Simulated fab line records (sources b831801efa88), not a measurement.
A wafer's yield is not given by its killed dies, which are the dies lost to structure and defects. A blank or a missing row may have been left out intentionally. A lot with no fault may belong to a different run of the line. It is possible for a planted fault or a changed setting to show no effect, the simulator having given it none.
A single fault, viewed from 2 desks | flow sky130 | numbers are kept per desk, each desk with only its own; the story behind them comes last

## METROLOGY DESK
What the gauges read for every lot (on any tool): the sampled wafers with a number, averaged. Marked OUT: a lot whose mean sits more than 4 standard deviations from the usual mean, which makes it out of limits; the brackets give that distance.
Columns: A = LI_CONTACT_BOW at SKY_LI_CONTACT_BOW_MEAS_03, usual 54 um; B = CONTACT_OVL at SKY_CONTACT_OVL_MEAS_15, usual -1 nm
lot  | first seen here | A  | B
L906 | day 28 09:43    | 62 | -3
L907 | day 28 17:22    | 58 | 2
L909 | day 29 12:50    | 62 | -6
L910 | day 29 16:32    | 52 | 7
L911 | day 30 02:19    | 48 | -0
L912 | day 30 14:56    | 55 | 3
L913 | day 30 23:13    | 50 | 3
L914 | day 31 11:37    | 57 | 4
L921 | day 33 12:17    | 49 | -1
L922 | day 33 19:27    | 52 | 2
L923 | day 34 04:05    | 55 | 1
L924 | day 34 06:32    | 55 | 6
L926 | day 34 20:34    | 58 | -7
Finding of this desk: none of the 13 lots has anything out of limits.

## THE TOOL OWNER'S DESK: lithoTrack-03
The tool's own readings at SKY_VT_ADJUST_LVTN_DEVELOP_17 (develop time 62.06 s): means of the sampled wafers that have a number, for each lot that ran on this tool. Marked OUT: a lot whose mean sits more than 4 standard deviations from the usual mean, which makes it out of limits; the brackets give that distance.
Columns: A = developerTempC at SKY_VT_ADJUST_LVTN_DEVELOP_17, usual 22.97 C; B = resistLineTempC at SKY_VT_ADJUST_LVTN_DEVELOP_17, usual 23.00 C
lot  | first seen here | A               | B
L907 | day 8 06:25     | 23.00           | 23.08
L911 | day 9 07:30     | 23.01           | 23.04
L912 | day 9 15:40     | 22.94           | 23.11
L913 | day 9 22:06     | 22.83           | 22.90
L922 | day 12 13:24    | 25.45 (+27) OUT | 23.11
L923 | day 12 22:03    | 25.23 (+25) OUT | 22.90
This desk's verdict: out of limits on L922, L923, starting with L922 at day 12 13:24 (developerTempC at SKY_VT_ADJUST_LVTN_DEVELOP_17). Within limits: L907, L911, L912, L913.

## TAKEN TOGETHER
At day 12 13:24, on L922, L923, the tool owner's desk was in a position to raise an alarm.
Nothing out of limits was seen by the metrology desk.
The metrology desk holds a record of L922, L923, inside its limits.
On lithoTrack-03, each named lot ran SKY_VT_ADJUST_LVTN_DEVELOP_17.

## WHAT THE SIMULATOR PUT IN
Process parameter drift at SKY_VT_ADJUST_LVTN_DEVELOP_17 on lithoTrack-03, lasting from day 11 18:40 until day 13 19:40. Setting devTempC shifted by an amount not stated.
Shown lots that were struck: L922, L923.
How many hours passed from the start of the fault until each desk's first out-of-limits reading: the tool owner's desk, 19.
